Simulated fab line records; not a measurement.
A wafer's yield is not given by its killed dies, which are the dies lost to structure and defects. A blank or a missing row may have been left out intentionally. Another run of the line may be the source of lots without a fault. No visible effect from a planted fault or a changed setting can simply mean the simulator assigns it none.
Which of the tools did it? -- flow sky130 -- 12 lots, 36 wafers sampled, at 5 steps of a route of 708

== WHAT EACH GAUGE READ, for each wafer ==
SKY_PWDE_OVL_MEAS_07.
lot,measured,on,PWDE_OVL (nm)
L889,day 3 22:01,overlay-01,-1.6 -1.3 -0.6
L890,day 4 00:20,overlay-02,1.4 2.0 1.1
L891,day 4 08:39,overlay-02,-2.1 -0.4 -1.9
L892,day 4 11:51,overlay-01,-1.2 0.9 2.0
L893,day 4 17:14,overlay-02,-1.7 -1.0 -1.1
L895,day 5 06:31,overlay-02,-2.3 -1.9 -1.0
L896,day 5 11:16,overlay-01,2.0 1.4 2.6
L897,day 5 18:24,overlay-02,-2.0 -1.9 -1.3
L904,day 7 06:41,overlay-01,-0.7 -0.2 -2.0
L905,day 7 14:23,overlay-02,0.5 0.5 -0.9
L911,day 9 05:46,overlay-01,-0.4 1.4 1.7
L912,day 9 06:43,overlay-01,-1.0 0.8 0.9

SKY_PWDE_TW_MEAS_10.
lot,measured,on,PWDE_TW
L889,day 3 22:19,film-metro-04,375 375 376
L890,day 4 00:37,film-metro-02,374 373 372
L891,day 4 08:56,film-metro-04,376 374 377
L892,day 4 12:08,film-metro-04,375 376 374
L893,day 4 17:31,film-metro-04,374 374 375
L895,day 5 06:49,film-metro-02,372 374 372
L896,day 5 11:34,film-metro-04,374 373 377
L897,day 5 18:41,film-metro-04,375 376 375
L904,day 7 07:00,film-metro-02,435 433 433 434 436 435
L905,day 7 14:40,film-metro-04,441 441 440 439 442 440
L911,day 9 06:04,film-metro-04,381 378 379
L912,day 9 07:00,film-metro-02,374 375 374

SKY_NWELL_RS_MEAS_31: a four-point-probe measurement.
lot,measured,on,PWDE_RS (ohm/sq)
L889,day 5 10:21,film-metro-02,5264 5259 5253
L890,day 5 11:43,film-metro-02,5260 5280 5259
L891,day 5 20:05,film-metro-04,5281 5286 5305
L892,day 6 00:50,film-metro-03,5290 5268 5288
L893,day 6 06:15,film-metro-02,5277 5293 5296
L895,day 6 20:47,film-metro-03,5277 5273 5267
L896,day 7 02:53,film-metro-03,5277 5264 5278
L897,day 7 08:31,film-metro-03,5257 5269 5259
L904,day 9 00:28,film-metro-04,3613 3617 3620 3615 3611 3626
L905,day 9 09:49,film-metro-04,3612 3604 3611 3611 3614 3610
L911,day 11 04:49,film-metro-04,5273 5278 5284
L912,day 11 05:04,film-metro-02,5294 5306 5289

SKY_SONOS_TUNNEL_CD_MEAS_07 targets a cd of 410 nm.
lot,measured,on,cd-nm (nm)
L889,day 11 09:26,cd-sem-01,409.1 408.2 407.6
L890,day 11 13:40,cd-sem-02,410.9 409.7 409.2
L891,day 11 23:32,cd-sem-01,411.8 411.6 412.8
L892,day 12 06:07,cd-sem-01,407.3 407.5 405.6
L893,day 12 12:46,cd-sem-01,406.4 405.6 407.1
L895,day 13 05:25,cd-sem-02,411.3 408.9 410.8
L896,day 13 18:07,cd-sem-02,410.8 411.6 410.9
L897,day 14 01:25,cd-sem-02,413.1 407.8 411.4
L911,day 19 02:19,cd-sem-01,409.9 410.1 410.5
L912,day 19 04:31,cd-sem-01,410.6 411.3 408.4

== EACH LOT AND THE TOOL THAT RAN IT (in order: tool; ch and the chambers of the sampled wafers; start) ==
lot,SKY_PWDE_IMPLANT_08
L889,"implanter-02 ch 0, day 3 22:05"
L890,"implanter-03 ch 0, day 4 00:23"
L891,"implanter-01 ch 0, day 4 08:41"
L892,"implanter-02 ch 0, day 4 11:53"
L893,"implanter-03 ch 0, day 4 17:17"
L895,"implanter-03 ch 0, day 5 06:34"
L896,"implanter-02 ch 0, day 5 11:19"
L897,"implanter-02 ch 0, day 5 18:26"
L904,"implanter-03 ch 0, day 7 06:44"
L905,"implanter-03 ch 0, day 7 14:26"
L911,"implanter-01 ch 0, day 9 05:50"
L912,"implanter-02 ch 0, day 9 06:46"
- SKY_PWDE_IMPLANT_08

== WHAT THE TOOLS THEMSELVES READ (means of the sampled wafers that have a number; where no wafer has one, the mark that the record gives instead) ==
SKY_PWDE_IMPLANT_08.
lot,tool,dose-ions-cm2,faraday-current-uA
L889,implanter-02,3.6e+12,20.9
L890,implanter-03,3.6e+12,19.9
L891,implanter-01,3.6e+12,20.1
L892,implanter-02,3.6e+12,20.1
L893,implanter-03,3.6e+12,20.4
L895,implanter-03,3.6e+12,20.1
L896,implanter-02,3.6e+12,20.5
L897,implanter-02,3.6e+12,20.1
L904,implanter-03,5.9e+12,33.4
L905,implanter-03,5.9e+12,33.4
L911,implanter-01,3.6e+12,20.1
L912,implanter-02,3.6e+12,20.4

== THE ANSWER, worked out from the rows above alone ==
Rule: the lots themselves supply what counts as usual. Put in order of their means at a reading, lots are off if they are a third of the lots or fewer, leave a main group of 4 or more, and stand apart from it by a gap of 3 or more times the standard deviation of the main group's means; of several such gaps the widest counts. A main group is skipped when, at the precision printed for the reading in the tables above, its means are all equal. A lot without any number at a reading at which 4 lots or more have one is off too. Where the step has rows for the other lots, those lots are counted as sound. After the gauges, taken in route order, come the tools' own readings; for these a lot's mean is taken, as printed above. The first step at which some lot is off is used, and at that step the reading that is off furthest; a lot without a number counts as furthest.
Off: at SKY_PWDE_TW_MEAS_10 (PWDE_TW), L904, L905. For the main group the mean is 375 and the standard deviation 1.7.
If a tool, at a process step before that reading, ran all the lots that are off and no sound lot after the first of them, it fits. The gauges at SKY_PWDE_TW_MEAS_10 aren't tried: what is off there is off at SKY_PWDE_IMPLANT_08 too, on other tools, and a gauge's error can't cause that. One candidate fits, namely implanter-03 at SKY_PWDE_IMPLANT_08. Its last sound lot is L895 (day 5 06:34), its first lot that is off L904 (day 7 06:44): a fault that began between those two fits.
The tool's own readings at SKY_PWDE_IMPLANT_08 bear it out: on the lots that are off they differ by more than 5 times the standard deviation of the sound lots' means. dose-ions-cm2 reads 5.9e+12 there against 3.6e+12 on the sound lots; faraday-current-uA reads 33.4 there against 20.3 on the sound lots.

== WHAT THE SIMULATOR PUT IN ==
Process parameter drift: implanter-03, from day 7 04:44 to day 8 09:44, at SKY_PWDE_IMPLANT_08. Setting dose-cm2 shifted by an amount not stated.
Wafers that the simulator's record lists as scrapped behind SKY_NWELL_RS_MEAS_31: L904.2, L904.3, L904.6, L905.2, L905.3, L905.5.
Struck lots among those shown: L904, L905. Same finding as the rule above.
